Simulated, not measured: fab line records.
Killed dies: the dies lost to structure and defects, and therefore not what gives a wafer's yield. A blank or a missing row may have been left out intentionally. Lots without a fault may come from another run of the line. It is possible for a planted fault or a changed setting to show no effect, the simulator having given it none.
fab line records | flow sfq-line
record: lots: 6 | wafers: 18 | last-day: 94
route steps=325 shown M5@208 A5B@209 R5@212 I5@228 C5@240 M8@325
lots that met no fault: taken from a fault-free run of the same line
start-h: start of the lot's first displayed wafer, in hours after the record's first day | wait-h: hours from the lot's prior step to this one | " unchanged from the row above | L1.1+2: a row that stands for several wafers | - no value present, or no start provided | * or withheld: withheld | < > ~ a bound
route shown NAME@n: names a module that has steps shown in the file, with the first one's number in the route | usual: mean and standard deviation over wafers with no fault | same: alike in all rows | chamber/n: place in a boat | sites: readings site by site | _std_site: standard deviation of those values | _edge_site: the outer-site mean with the inner-site mean subtracted | radius-mm: how far each site lies from the wafer's centre | mask NAME#n: copy n | behind: the last tool/chamber to shape the wafer | hold: the reason the lot was held/the length of the hold in hours/how it ended | device: the transistor (n, p or np) that didn't switch | end of line: tests of these same wafers at the route's end | a step with no rows: only its recipe | killed: dies lost to structure and defects at the first sort, not the wafer's yield | map: a wafer's dies, x killed, . not, _ none there
set.NAME: setting as actually run; set.NAME@STEP: the setting as run at that earlier step | model.NAME: the simulator's own value behind a step, which no gauge read
lots at selected steps of the route; one table per step, one row per wafer
services: when a tool's chamber went out of use (start-h, in hours from the record's first day, below 0 if earlier), for how many hours, and the reason
== steps ==
step: SFQ_TRILAYER_M5_STRIP_SOLV_CLEAN_128
recipe: chemistry: NMP | temp-c: 70 | time-s: 600
step: SFQ_TRILAYER_A5B_DEP_PECVD_129
recipe: material: SiO2 | temp-c: 150 | time-s: 133.33 | pressure-torr: 2.4 | rf-w: 183.3 | precursor: SiH4/N2O | target-thk-nm: 600
step: SFQ_TRILAYER_A5B_CMP_CMP_130
recipe: stop-on: Nb | down-force-psi: 3 | platen-rpm: 60 | target-thk-nm: 340.7
step: SFQ_TRILAYER_A5B_METRO_MEASURE_131
step: SFQ_TRILAYER_R5_DEP_SPUTTER_132
recipe: material: Ti | base-pressure-pa: 1.33e-06 | target-thk-nm: 5 | power-w: 2000 | time-s: 5 | chamber-pressure-pa: 0.4
step: SFQ_TRILAYER_R5_DEP_SPUTTER_133
recipe: material: MoNx | base-pressure-pa: 1.33e-06 | target-thk-nm: 40 | power-w: 1000 | time-s: 66.7 | chamber-pressure-pa: 0.4
usual: chamber-pressure-pa: 0.3999/0.00084 | throttle-valve-pct: 29.5/1.3
lot.wafer | tool           | chamber | start-h | wait-h | chamber-pressure-pa | throttle-valve-pct
L220.2    | pvd-sputter-03 | -       | 1389.44 | 0.0    | 0.3998              | 30.5
L220.3    | "              | -       | "       | "      | 0.4004              | 31.8
L220.4    | "              | -       | "       | "      | 0.4004              | 30.1
L226.1    | pvd-sputter-03 | -       | 1466.95 | 0.0    | 0.4003              | 31.6
L226.5    | "              | -       | "       | "      | 0.4007              | 30.8
L226.6    | "              | -       | "       | "      | 0.4012              | 31.8
L227.1    | pvd-sputter-05 | -       | 1484.60 | 0.0    | 0.3997              | 28.2
L227.4    | "              | -       | "       | "      | 0.3992              | 29.6
L227.6    | "              | -       | "       | "      | 0.4005              | 27.3
L228.2    | pvd-sputter-03 | -       | 1488.55 | 0.0    | 0.4000              | 29.4
L228.3    | "              | -       | "       | "      | 0.3986              | 31.6
L228.5    | "              | -       | "       | "      | 0.3989              | 31.8
L239.1    | pvd-sputter-05 | -       | 1537.83 | 0.0    | 0.3998              | 27.6
L239.5    | "              | -       | "       | "      | 0.3993              | 27.8
L239.6    | "              | -       | "       | "      | 0.3992              | 27.3
L243.3    | pvd-sputter-04 | -       | 1547.83 | 0.0    | 0.3992              | 29.2
L243.5    | "              | -       | "       | "      | 0.3992              | 29.7
L243.6    | "              | -       | "       | "      | 0.4008              | 30.0
step: SFQ_TRILAYER_R5_DEP_SPUTTER_134
recipe: material: Ti | base-pressure-pa: 1.33e-06 | target-thk-nm: 5 | power-w: 2000 | time-s: 5 | chamber-pressure-pa: 0.4
usual: chamber-pressure-pa: 0.4000/0.00089 | throttle-valve-pct: 29.5/1.3
lot.wafer | tool           | chamber | start-h | wait-h | chamber-pressure-pa | throttle-valve-pct
L220.2    | pvd-sputter-03 | -       | 1389.49 | 0.0    | 0.3997              | 30.7
L220.3    | "              | -       | "       | "      | 0.3994              | 32.1
L220.4    | "              | -       | "       | "      | 0.3996              | 29.7
L226.1    | pvd-sputter-03 | -       | 1467.00 | 0.0    | 0.4005              | 32.0
L226.5    | "              | -       | "       | "      | 0.4005              | 30.8
L226.6    | "              | -       | "       | "      | 0.3994              | 31.7
L227.1    | pvd-sputter-05 | -       | 1484.65 | 0.0    | 0.3988              | 28.1
L227.4    | "              | -       | "       | "      | 0.3984              | 29.8
L227.6    | "              | -       | "       | "      | 0.3986              | 27.5
L228.2    | pvd-sputter-03 | -       | 1488.60 | 0.0    | 0.3995              | 29.2
L228.3    | "              | -       | "       | "      | 0.3985              | 31.7
L228.5    | "              | -       | "       | "      | 0.3986              | 31.7
L239.1    | pvd-sputter-05 | -       | 1537.88 | 0.0    | 0.4014              | 27.3
L239.5    | "              | -       | "       | "      | 0.3993              | 27.4
L239.6    | "              | -       | "       | "      | 0.4000              | 27.1
L243.3    | pvd-sputter-04 | -       | 1547.88 | 0.0    | 0.4013              | 29.1
L243.5    | "              | -       | "       | "      | 0.4009              | 29.9
L243.6    | "              | -       | "       | "      | 0.3997              | 29.6
step: SFQ_R5_RS_MEAS_933
recipe: thk-meas-gauge: four-point-probe | reads: Ti_of_TRILAYER_R5_DEP_SPUTTER_134+MoNx_of_TRILAYER_R5_DEP_SPUTTER_133+Ti_of_TRILAYER_R5_DEP_SPUTTER_132
usual: R5_MONX_RS: 7.06/0.1
lot.wafer | tool          | chamber | start-h | wait-h | R5_MONX_RS[ohm/sq]
L220.2    | film-metro-04 | -       | 1389.53 | 0.0    | 7.12
L220.3    | "             | -       | "       | "      | 7.09
L220.4    | "             | -       | "       | "      | 7.00
L226.1    | film-metro-02 | -       | 1467.02 | 0.0    | 7.19
L226.5    | "             | -       | "       | "      | 7.27
L226.6    | "             | -       | "       | "      | 7.23
L227.1    | film-metro-04 | -       | 1484.67 | 0.0    | 7.12
L227.4    | "             | -       | "       | "      | 7.01
L227.6    | "             | -       | "       | "      | 7.18
L228.2    | film-metro-04 | -       | 1488.64 | 0.0    | 7.06
L228.3    | "             | -       | "       | "      | 7.07
L228.5    | "             | -       | "       | "      | 7.07
L239.1    | film-metro-04 | -       | 1537.90 | 0.0    | 7.15
L239.5    | "             | -       | "       | "      | 7.09
L239.6    | "             | -       | "       | "      | 7.08
L243.3    | film-metro-02 | -       | 1547.94 | 0.0    | 6.90
L243.5    | "             | -       | "       | "      | 6.96
L243.6    | "             | -       | "       | "      | 6.91
step: SFQ_R5_THK_MEAS_934
recipe: thk-meas-gauge: xrf | reads: MoNx_of_TRILAYER_R5_DEP_SPUTTER_133
usual: R5_MONX_THK: 39.4/0.64
lot.wafer | tool          | chamber | start-h | wait-h | R5_MONX_THK[nm]
L220.2    | film-metro-04 | -       | 1389.64 | 0.1    | 39.0
L220.3    | "             | -       | "       | "      | 39.0
L220.4    | "             | -       | "       | "      | 39.4
L226.1    | film-metro-02 | -       | 1467.14 | 0.1    | 38.5
L226.5    | "             | -       | "       | "      | 38.3
L226.6    | "             | -       | "       | "      | 38.6
L227.1    | film-metro-04 | -       | 1484.79 | 0.1    | 39.1
L227.4    | "             | -       | "       | "      | 39.7
L227.6    | "             | -       | "       | "      | 38.7
L228.2    | film-metro-04 | -       | 1488.75 | 0.1    | 39.3
L228.3    | "             | -       | "       | "      | 39.3
L228.5    | "             | -       | "       | "      | 39.2
L239.1    | film-metro-04 | -       | 1538.02 | 0.1    | 38.6
L239.5    | "             | -       | "       | "      | 39.3
L239.6    | "             | -       | "       | "      | 39.4
L243.3    | film-metro-02 | -       | 1548.04 | 0.1    | 40.6
L243.5    | "             | -       | "       | "      | 40.3
L243.6    | "             | -       | "       | "      | 40.8
step: SFQ_TRILAYER_R5_LITHO_COAT_141
recipe: resist: BARC | spin-rpm: 3000 | resist-thk-nm: 62
step: SFQ_TRILAYER_R5_LITHO_COAT_136
recipe: resist: KrF | spin-rpm: 3000 | resist-thk-nm: 600
step: SFQ_TRILAYER_R5_LITHO_SOFTBAKE_140
recipe: temp-c: withheld | time-s: withheld | resist: KrF
step: SFQ_TRILAYER_R5_LITHO_EXPOSE_137
recipe: mask-id: R5 | na: 0.6 | source-shape: conventional | sigma-outer: 0.65 | target-cd-nm: 500 | dose-mj: 14.4
lot.wafer  | tool           | chamber | start-h | wait-h | mask
L220.2+3+4 | krf-scanner-02 | 0       | 1390.76 | -      | R5#0
L226.1+5+6 | krf-scanner-01 | 0       | 1468.73 | -      | R5#0
L227.1+4+6 | krf-scanner-01 | 0       | 1486.48 | -      | R5#0
L228.2+3+5 | krf-scanner-01 | 0       | 1489.75 | -      | R5#0
L239.1+5+6 | krf-scanner-02 | 0       | 1642.97 | -      | R5#0
L243.3+5+6 | krf-scanner-02 | 0       | 1650.57 | -      | R5#0
step: SFQ_TRILAYER_R5_LITHO_PEB_139
recipe: peb-temp-c: 115 | peb-time-s: 60 | resist: KrF
step: SFQ_TRILAYER_R5_LITHO_DEVELOP_138
recipe: time-s: 60 | resist: KrF
step: SFQ_R5_OVL_MEAS_935
usual: R5_OVL: -3/6.8
lot.wafer | tool       | chamber | start-h | wait-h | R5_OVL[nm]
L220.2    | overlay-02 | -       | 1392.07 | 0.1    | -1
L220.3    | "          | -       | "       | "      | -9
L220.4    | "          | -       | "       | "      | -2
L226.1    | overlay-02 | -       | 1470.23 | 0.1    | -4
L226.5    | "          | -       | "       | "      | -2
L226.6    | "          | -       | "       | "      | 0
L227.1    | overlay-01 | -       | 1487.98 | 0.1    | 2
L227.4    | "          | -       | "       | "      | 4
L227.6    | "          | -       | "       | "      | 13
L228.2    | overlay-01 | -       | 1491.06 | 0.1    | -3
L228.3    | "          | -       | "       | "      | 6
L228.5    | "          | -       | "       | "      | -1
L239.1    | overlay-01 | -       | 1644.47 | 0.1    | -10
L239.5    | "          | -       | "       | "      | -7
L239.6    | "          | -       | "       | "      | -5
L243.3    | overlay-02 | -       | 1651.68 | 0.1    | -5
L243.5    | "          | -       | "       | "      | -9
L243.6    | "          | -       | "       | "      | 1
step: SFQ_TRILAYER_R5_BARC_OPEN_METAL_ETCH_177
recipe: mask-material: PR | chemistry: O2 | target-depth-nm: 125 | target: BARC | icp-w: 600 | bias-w: 80 | pressure-mtorr: 10 | time-s: 41.7
usual: drypump-motor-current-A: 5.7/0.51 | he-backside-leak-sccm: 3.31/0.21 | oes-product-au: 0.686/0.0045
lot.wafer | tool         | chamber | start-h | wait-h | drypump-motor-current-A | he-backside-leak-sccm | oes-product-au | rf-hours-counter-h | model.R5.cd-nm
L220.2    | rie-metal-04 | 0       | 1392.10 | 0.0    | 6.2                     | 3.20                  | 0.689          | 4                  | 499.2
L220.3    | "            | 0       | "       | "      | 6.2                     | 3.05                  | 0.689          | -                  | 499.2
L220.4    | "            | 1       | "       | "      | 5.7                     | 3.28                  | 0.687          | -                  | 499.8
L226.1    | rie-metal-04 | 0       | 1470.27 | 0.0    | 6.2                     | 3.21                  | 0.682          | 11                 | 500
L226.5    | "            | 0       | "       | "      | 6.2                     | 3.22                  | 0.685          | -                  | 499.6
L226.6    | "            | 0       | "       | "      | 6.2                     | 3.21                  | 0.686          | -                  | 499.8
L227.1    | rie-metal-01 | 0       | 1488.02 | 0.0    | 5.0                     | 3.60                  | 0.678          | 107                | 477.7
L227.4    | "            | 1       | "       | "      | 5.6                     | 3.86                  | 0.685          | -                  | 488.7
L227.6    | "            | 1       | "       | "      | 5.6                     | 3.53                  | 0.677          | -                  | 497.3
L228.2    | rie-metal-04 | 1       | 1491.09 | 0.0    | 5.7                     | 3.22                  | 0.693          | 82                 | 477.7
L228.3    | "            | 1       | "       | "      | 5.6                     | 3.09                  | 0.689          | -                  | 489.4
L228.5    | "            | 1       | "       | "      | 5.7                     | 3.12                  | 0.690          | -                  | 486.3
L239.1    | rie-metal-01 | 1       | 1644.50 | 0.0    | 5.6                     | 3.32                  | 0.685          | 66                 | 497.7
L239.5    | "            | 1       | "       | "      | 5.6                     | 3.63                  | 0.684          | -                  | 498.8
L239.6    | "            | 1       | "       | "      | 5.6                     | 3.28                  | 0.686          | -                  | 497.5
L243.3    | rie-metal-03 | 0       | 1651.74 | 0.1    | 5.1                     | 3.51                  | 0.677          | -                  | 500.1
L243.5    | "            | 0       | "       | "      | 5.1                     | 3.41                  | 0.684          | -                  | 501.3
L243.6    | "            | 0       | "       | "      | 5.1                     | 3.76                  | 0.690          | -                  | 499.6
step: SFQ_TRILAYER_R5_ETCH_METAL_ETCH_139
recipe: stop-on: SiO2 | mask-material: PR | chemistry: Cl2 | target-depth-nm: 60 | icp-w: 600 | bias-w: 80 | pressure-mtorr: 10 | time-s: 40
usual: drypump-motor-current-A: 5.7/0.51 | he-backside-leak-sccm: 3.36/0.22 | oes-product-au: 0.992/0.0067
lot.wafer | tool         | chamber | start-h | wait-h | drypump-motor-current-A | he-backside-leak-sccm | oes-product-au | rf-hours-counter-h | model.R5.cd-nm
L220.2    | rie-metal-04 | 0       | 1392.16 | 0.0    | 6.1                     | 3.25                  | 0.987          | 4                  | 499.3
L220.3    | "            | 0       | "       | "      | 6.1                     | 3.12                  | 0.994          | -                  | 499.2
L220.4    | "            | 1       | "       | "      | 5.6                     | 3.03                  | 1.001          | -                  | 500.6
L226.1    | rie-metal-04 | 0       | 1470.39 | 0.1    | 6.2                     | 3.12                  | 0.994          | 11                 | 499.8
L226.5    | "            | 0       | "       | "      | 6.2                     | 3.20                  | 0.992          | -                  | 499.4
L226.6    | "            | 0       | "       | "      | 6.2                     | 3.14                  | 0.998          | -                  | 499.8
L227.1    | rie-metal-01 | 0       | 1488.08 | 0.0    | 5.0                     | 3.43                  | 0.999          | 107                | 477.3
L227.4    | "            | 1       | "       | "      | 5.6                     | 3.85                  | 0.986          | -                  | 489
L227.6    | "            | 1       | "       | "      | 5.6                     | 3.67                  | 0.998          | -                  | 497.3
L228.2    | rie-metal-04 | 1       | 1491.15 | 0.0    | 5.7                     | 3.00                  | 1.000          | 82                 | 478.6
L228.3    | "            | 1       | "       | "      | 5.7                     | 3.05                  | 0.993          | -                  | 490.2
L228.5    | "            | 1       | "       | "      | 5.7                     | 3.20                  | 0.995          | -                  | 487.1
L239.1    | rie-metal-01 | 1       | 1644.62 | 0.1    | 5.6                     | 3.58                  | 1.003          | 66                 | 497.9
L239.5    | "            | 1       | "       | "      | 5.6                     | 3.51                  | 0.995          | -                  | 498.9
L239.6    | "            | 1       | "       | "      | 5.6                     | 3.76                  | 0.998          | -                  | 497.6
L243.3    | rie-metal-03 | 0       | 1651.86 | 0.1    | 5.0                     | 3.54                  | 0.987          | -                  | 499.4
L243.5    | "            | 0       | "       | "      | 5.0                     | 3.40                  | 0.975          | -                  | 500.7
L243.6    | "            | 0       | "       | "      | 5.0                     | 3.65                  | 0.989          | -                  | 498.7
step: SFQ_TRILAYER_R5_STRIP_STRIP_140
recipe: gas: O2 | power-w: 200 | platen-temp-c: 40 | overash-fraction: 0.65 | chemistry: O2 | pressure-mtorr: 50
step: SFQ_TRILAYER_R5_STRIP_SOLV_CLEAN_141
recipe: chemistry: NMP | temp-c: 70 | time-s: 600
step: SFQ_TRILAYER_A5C_DEP_PECVD_142
recipe: material: SiO2 | temp-c: 150 | time-s: 15.556 | pressure-torr: 2.4 | rf-w: 183.3 | precursor: SiH4/N2O | target-thk-nm: 70
usual: heater-power-w: 86/16 | throttle-valve-pct: 24.4/0.92
lot.wafer | tool     | chamber | start-h | wait-h | heater-power-w | throttle-valve-pct
L220.2    | pecvd-03 | 0       | 1393.52 | 0.0    | 102            | 22.4
L220.3    | "        | 1       | "       | "      | 110            | 23.9
L220.4    | "        | 2       | "       | "      | 84             | 24.2
L226.1    | pecvd-01 | 2       | 1471.88 | 0.0    | 73             | 24.8
L226.5    | "        | 0       | "       | "      | 82             | 24.1
L226.6    | "        | 2       | "       | "      | 75             | 24.8
L227.1    | pecvd-03 | 0       | 1488.91 | 0.0    | 109            | 22.1
L227.4    | "        | 1       | "       | "      | 108            | 24.3
L227.6    | "        | 2       | "       | "      | 83             | 24.7
L228.2    | pecvd-03 | 0       | 1491.98 | 0.0    | 107            | 22.6
L228.3    | "        | 2       | "       | "      | 85             | 24.5
L228.5    | "        | 2       | "       | "      | 85             | 24.6
L239.1    | pecvd-01 | 2       | 1646.12 | 0.0    | 66             | 25.1
L239.5    | "        | 2       | "       | "      | 68             | 25.0
L239.6    | "        | 1       | "       | "      | 78             | 25.3
L243.3    | pecvd-04 | 2       | 1653.32 | 0.0    | 111            | 24.2
L243.5    | "        | 2       | "       | "      | 109            | 23.8
L243.6    | "        | 1       | "       | "      | 74             | 25.7
step: SFQ_TRILAYER_I5_LITHO_COAT_149
recipe: resist: BARC | spin-rpm: 3000 | resist-thk-nm: 62
step: SFQ_TRILAYER_I5_LITHO_COAT_144
recipe: resist: KrF | spin-rpm: 3000 | resist-thk-nm: 650
step: SFQ_TRILAYER_I5_LITHO_SOFTBAKE_148
recipe: temp-c: withheld | time-s: withheld | resist: KrF
step: SFQ_TRILAYER_I5_LITHO_EXPOSE_145
recipe: mask-id: I5 | na: 0.6 | source-shape: conventional | sigma-outer: 0.65 | target-cd-nm: 700 | dose-mj: 21.3
step: SFQ_TRILAYER_I5_LITHO_PEB_147
recipe: peb-temp-c: 115 | peb-time-s: 60 | resist: KrF
step: SFQ_TRILAYER_I5_LITHO_DEVELOP_146
recipe: time-s: 60 | resist: KrF
step: SFQ_I5_OVL_MEAS_936
usual: I5_OVL: -1/5.1
lot.wafer | tool       | chamber | start-h | wait-h | I5_OVL[nm]
L220.2    | overlay-02 | -       | 1510.26 | 0.1    | -1
L220.3    | "          | -       | "       | "      | -3
L220.4    | "          | -       | "       | "      | 4
L226.1    | overlay-01 | -       | 1591.52 | 0.1    | -1
L226.5    | "          | -       | "       | "      | 0
L226.6    | "          | -       | "       | "      | -3
L227.1    | overlay-01 | -       | 1604.90 | 0.1    | -9
L227.4    | "          | -       | "       | "      | -5
L227.6    | "          | -       | "       | "      | -3
L228.2    | overlay-01 | -       | 1606.10 | 0.1    | -8
L228.3    | "          | -       | "       | "      | -3
L228.5    | "          | -       | "       | "      | -5
L239.1    | overlay-01 | -       | 1747.72 | 0.1    | 5
L239.5    | "          | -       | "       | "      | 7
L239.6    | "          | -       | "       | "      | 4
L243.3    | overlay-02 | -       | 1758.66 | 0.1    | -1
L243.5    | "          | -       | "       | "      | -5
L243.6    | "          | -       | "       | "      | -5
step: SFQ_TRILAYER_I5_BARC_OPEN_VIA_ETCH_200
recipe: mask-material: PR | chemistry: O2 | target-depth-nm: 125 | target: BARC | source-w: 500 | bias-w: 80 | pressure-mtorr: 30 | time-s: 41.7
step: SFQ_TRILAYER_I5_ETCH_VIA_ETCH_147
recipe: stop-on: Nb | mask-material: PR | chemistry: CHF3 | target-depth-nm: 360 | source-w: 500 | bias-w: 80 | pressure-mtorr: 30 | time-s: withheld
step: SFQ_TRILAYER_I5_STRIP_STRIP_148
recipe: gas: O2 | power-w: 200 | platen-temp-c: 40 | overash-fraction: 0.65 | chemistry: O2 | pressure-mtorr: 50
step: SFQ_TRILAYER_I5_STRIP_SOLV_CLEAN_149
recipe: chemistry: NMP | temp-c: 70 | time-s: 600
step: SFQ_TRILAYER_C5_LITHO_COAT_156
recipe: resist: BARC | spin-rpm: 3000 | resist-thk-nm: 62
step: SFQ_TRILAYER_C5_LITHO_COAT_151
recipe: resist: KrF | spin-rpm: 3000 | resist-thk-nm: 650
step: SFQ_TRILAYER_C5_LITHO_SOFTBAKE_155
recipe: temp-c: withheld | time-s: withheld | resist: KrF
step: SFQ_TRILAYER_C5_LITHO_EXPOSE_152
recipe: mask-id: C5 | na: 0.6 | source-shape: conventional | sigma-outer: 0.65 | target-cd-nm: 500 | dose-mj: 21.3
step: SFQ_TRILAYER_C5_LITHO_PEB_154
recipe: peb-temp-c: 115 | peb-time-s: 60 | resist: KrF
step: SFQ_TRILAYER_C5_LITHO_DEVELOP_153
recipe: time-s: 60 | resist: KrF
step: SFQ_C5_OVL_MEAS_937
usual: C5_OVL: -1/6.7
lot.wafer | tool       | chamber | start-h | wait-h | C5_OVL[nm]
L220.2    | overlay-02 | -       | 1617.90 | 0.1    | -2
L220.3    | "          | -       | "       | "      | -2
L220.4    | "          | -       | "       | "      | -2
L226.1    | overlay-01 | -       | 1672.19 | 0.1    | -18
L226.5    | "          | -       | "       | "      | -10
L226.6    | "          | -       | "       | "      | -11
L227.1    | overlay-01 | -       | 1674.39 | 0.1    | -16
L227.4    | "          | -       | "       | "      | -15
L227.6    | "          | -       | "       | "      | -10
L228.2    | overlay-01 | -       | 1675.60 | 0.1    | -6
L228.3    | "          | -       | "       | "      | -2
L228.5    | "          | -       | "       | "      | -4
L239.1    | overlay-02 | -       | 1835.05 | 0.1    | 2
L239.5    | "          | -       | "       | "      | 1
L239.6    | "          | -       | "       | "      | -2
L243.3    | overlay-02 | -       | 1868.93 | 0.1    | -1
L243.5    | "          | -       | "       | "      | -7
L243.6    | "          | -       | "       | "      | -3
step: SFQ_TRILAYER_C5_BARC_OPEN_VIA_ETCH_210
recipe: mask-material: PR | chemistry: O2 | target-depth-nm: 125 | target: BARC | source-w: 500 | bias-w: 80 | pressure-mtorr: 30 | time-s: 41.7
usual: drypump-motor-current-A: 5.6/0.39 | oes-product-au: 0.685/0.0048
lot.wafer | tool        | chamber | start-h | wait-h | drypump-motor-current-A | oes-product-au | rf-hours-counter-h
L220.2    | rie-diel-01 | 1       | 1617.93 | 0.0    | 5.2                     | 0.685          | 15
L220.3    | "           | 2       | "       | "      | 4.8                     | 0.686          | 18
L220.4    | "           | 0       | "       | "      | 5.4                     | 0.693          | 17
L226.1    | rie-diel-01 | 0       | 1672.23 | 0.0    | 5.4                     | 0.693          | 18
L226.5    | "           | 0       | "       | "      | 5.4                     | 0.680          | -
L226.6    | "           | 3       | "       | "      | 5.6                     | 0.692          | -
L227.1    | rie-diel-03 | 3       | 1674.43 | 0.0    | 5.0                     | 0.686          | 12
L227.4    | "           | 1       | "       | "      | 5.8                     | 0.690          | 15
L227.6    | "           | 0       | "       | "      | 6.3                     | 0.684          | -
L228.2    | rie-diel-02 | 0       | 1675.63 | 0.0    | 5.5                     | 0.680          | 0
L228.3    | "           | 1       | "       | "      | 6.1                     | 0.686          | 15
L228.5    | "           | 1       | "       | "      | 6.1                     | 0.680          | -
L239.1    | rie-diel-02 | 2       | 1835.09 | 0.0    | 5.9                     | 0.689          | 4
L239.5    | "           | 3       | "       | "      | 5.9                     | 0.678          | -
L239.6    | "           | 0       | "       | "      | 5.5                     | 0.686          | -
L243.3    | rie-diel-03 | 0       | 1868.95 | 0.0    | 6.2                     | 0.680          | 17
L243.5    | "           | 3       | "       | "      | 5.0                     | 0.681          | -
L243.6    | "           | 0       | "       | "      | 6.2                     | 0.683          | -
step: SFQ_TRILAYER_C5_ETCH_VIA_ETCH_154
recipe: target: SiO2 | mask-material: PR | chemistry: CHF3 | target-depth-nm: 84 | source-w: 500 | bias-w: 80 | pressure-mtorr: 30 | time-s: withheld | stop-on: Nb
step: SFQ_TRILAYER_C5_STRIP_STRIP_155
recipe: gas: O2 | power-w: 200 | platen-temp-c: 40 | overash-fraction: 0.65 | chemistry: O2 | pressure-mtorr: 50
usual: drypump-motor-current-A: 5.8/0.39 | he-backside-leak-sccm: 3.37/0.21 | oes-product-au: 1.005/0.014
lot.wafer | tool         | chamber | start-h | wait-h | drypump-motor-current-A | he-backside-leak-sccm | oes-product-au | rf-hours-counter-h
L220.2    | rie-metal-01 | 1       | 1618.22 | -      | 5.6                     | 3.83                  | 1.023          | -
L220.3    | "            | 1       | "       | "      | 5.6                     | 3.65                  | 1.019          | -
L220.4    | "            | 1       | "       | "      | 5.6                     | 3.84                  | 1.015          | -
L226.1    | rie-metal-01 | 1       | 1672.32 | -      | 5.6                     | 3.72                  | 1.012          | 71
L226.5    | "            | 0       | "       | "      | 5.0                     | 3.70                  | 0.999          | -
L226.6    | "            | 1       | "       | "      | 5.6                     | 3.90                  | 1.010          | -
L227.1    | rie-metal-02 | 0       | 1674.52 | -      | 6.3                     | 3.27                  | 0.991          | 76
L227.4    | "            | 1       | "       | "      | 5.9                     | 3.28                  | 1.025          | -
L227.6    | "            | 1       | "       | "      | 5.9                     | 3.30                  | 1.017          | -
L228.2    | rie-metal-04 | 1       | 1675.72 | -      | 5.7                     | 3.39                  | 1.014          | 108
L228.3    | "            | 1       | "       | "      | 5.7                     | 3.56                  | 1.021          | -
L228.5    | "            | 1       | "       | "      | 5.7                     | 3.35                  | 1.004          | -
L239.1    | rie-metal-02 | 1       | 1835.17 | -      | 5.9                     | 3.34                  | 1.015          | 115
L239.5    | "            | 0       | "       | "      | 6.3                     | 3.27                  | 0.994          | -
L239.6    | "            | 1       | "       | "      | 5.8                     | 3.23                  | 1.011          | -
L243.3    | rie-metal-02 | 0       | 1869.24 | -      | 6.3                     | 3.28                  | 0.992          | -
L243.5    | "            | 0       | "       | "      | 6.3                     | 3.44                  | 0.987          | -
L243.6    | "            | 1       | "       | "      | 5.8                     | 3.48                  | 1.012          | -
step: SFQ_M8_BOW_MEAS_951
recipe: mode: bow
usual: M8_BOW: 9/11
lot.wafer | tool          | chamber | start-h | wait-h | M8_BOW[um] | model.etest.r5.ohm-um
L220.2    | film-metro-03 | -       | 2044.46 | 0.0    | -2         | 14.27
L220.3    | "             | -       | "       | "      | 7          | 14.2
L220.4    | "             | -       | "       | "      | -6         | 14.02
L226.1    | film-metro-03 | -       | 2059.09 | 0.0    | 4          | 14.47
L226.5    | "             | -       | "       | "      | 5          | 14.62
L226.6    | "             | -       | "       | "      | 14         | 14.56
L227.1    | film-metro-01 | -       | 2065.33 | 0.0    | 0          | 14.96
L227.4    | "             | -       | "       | "      | 12         | 14.31
L227.6    | "             | -       | "       | "      | -7         | 14.46
L228.2    | film-metro-04 | -       | 2066.55 | 0.0    | 9          | 14.76
L228.3    | "             | -       | "       | "      | 7          | 14.46
L228.5    | "             | -       | "       | "      | 15         | 14.56
L239.1    | film-metro-03 | -       | 2197.83 | 0.0    | 3          | 14.39
L239.5    | "             | -       | "       | "      | 13         | 14.17
L239.6    | "             | -       | "       | "      | 18         | 14.21
L243.3    | film-metro-01 | -       | 2256.79 | 0.0    | 6          | 13.83
L243.5    | "             | -       | "       | "      | 4          | 13.84
L243.6    | "             | -       | "       | "      | 0          | 13.79
== services ==
tool           | chamber | start-h | hours | kind
rie-metal-01   | 1       | 1377.48 | 26.9  | repair
krf-scanner-02 | -       | 1378.26 | 0.8   | pm
rie-metal-04   | -       | 1401.26 | 28.1  | pm
krf-scanner-01 | -       | 1411.36 | 7.2   | pm
krf-scanner-01 | -       | 1418.56 | 1.3   | pm
rie-metal-01   | 0       | 1419.09 | 12.7  | repair
krf-scanner-02 | -       | 1420.27 | 3.0   | pm
rie-metal-01   | 1       | 1422.15 | 2.5   | repair
rie-metal-01   | -       | 1429.45 | 0.6   | repair
rie-metal-04   | 1       | 1468.30 | 20.7  | repair
pvd-sputter-03 | -       | 1468.49 | 1.2   | repair
rie-metal-01   | -       | 1534.44 | 0.8   | repair
rie-metal-01   | -       | 1628.96 | 4.3   | pm
rie-metal-01   | 0       | 1643.45 | 5.8   | repair
pvd-sputter-03 | -       | 1657.31 | 2.3   | repair
pvd-sputter-03 | -       | 1666.57 | 5.1   | repair
rie-metal-01   | 1       | 1689.12 | 1.5   | repair
pvd-sputter-03 | -       | 1740.96 | 2.6   | repair
pvd-sputter-03 | -       | 1804.13 | 0.8   | repair
pvd-sputter-03 | -       | 1812.31 | 2.8   | repair
pvd-sputter-03 | -       | 1813.50 | 1.4   | repair
pvd-sputter-05 | -       | 1814.52 | 4.7   | repair
rie-metal-04   | 0       | 1818.42 | 28.3  | repair
rie-metal-01   | -       | 1824.43 | 1.4   | pm
== key ==
first-sign none at tools or gauges
model-effect: step: SFQ_TRILAYER_R5_BARC_OPEN_METAL_ETCH_177 | value: R5.cd-nm | without: 498.5 | struck: 486.2
model-effect: step: SFQ_TRILAYER_R5_ETCH_METAL_ETCH_139 | value: R5.cd-nm | without: 498.9 | struck: 486.6
model-effect: step: SFQ_M8_BOW_MEAS_951 | value: etest.r5.ohm-um | without: 14.22 | struck: 14.59
met-at SFQ_TRILAYER_R5_LITHO_EXPOSE_137
struck-wafers L227.1,L227.4,L227.6,L228.2,L228.3,L228.5
onset-between 1468.73 1486.48
fault: kind: process-parameter-drift | tool: krf-scanner-01 | chamber: - | onset-h: 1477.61 | steps: SFQ_TRILAYER_R5_LITHO_EXPOSE_137 | channel: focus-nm | offset: 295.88 | spread-by-wafer: 0.3 | shape: step | end-h: 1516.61
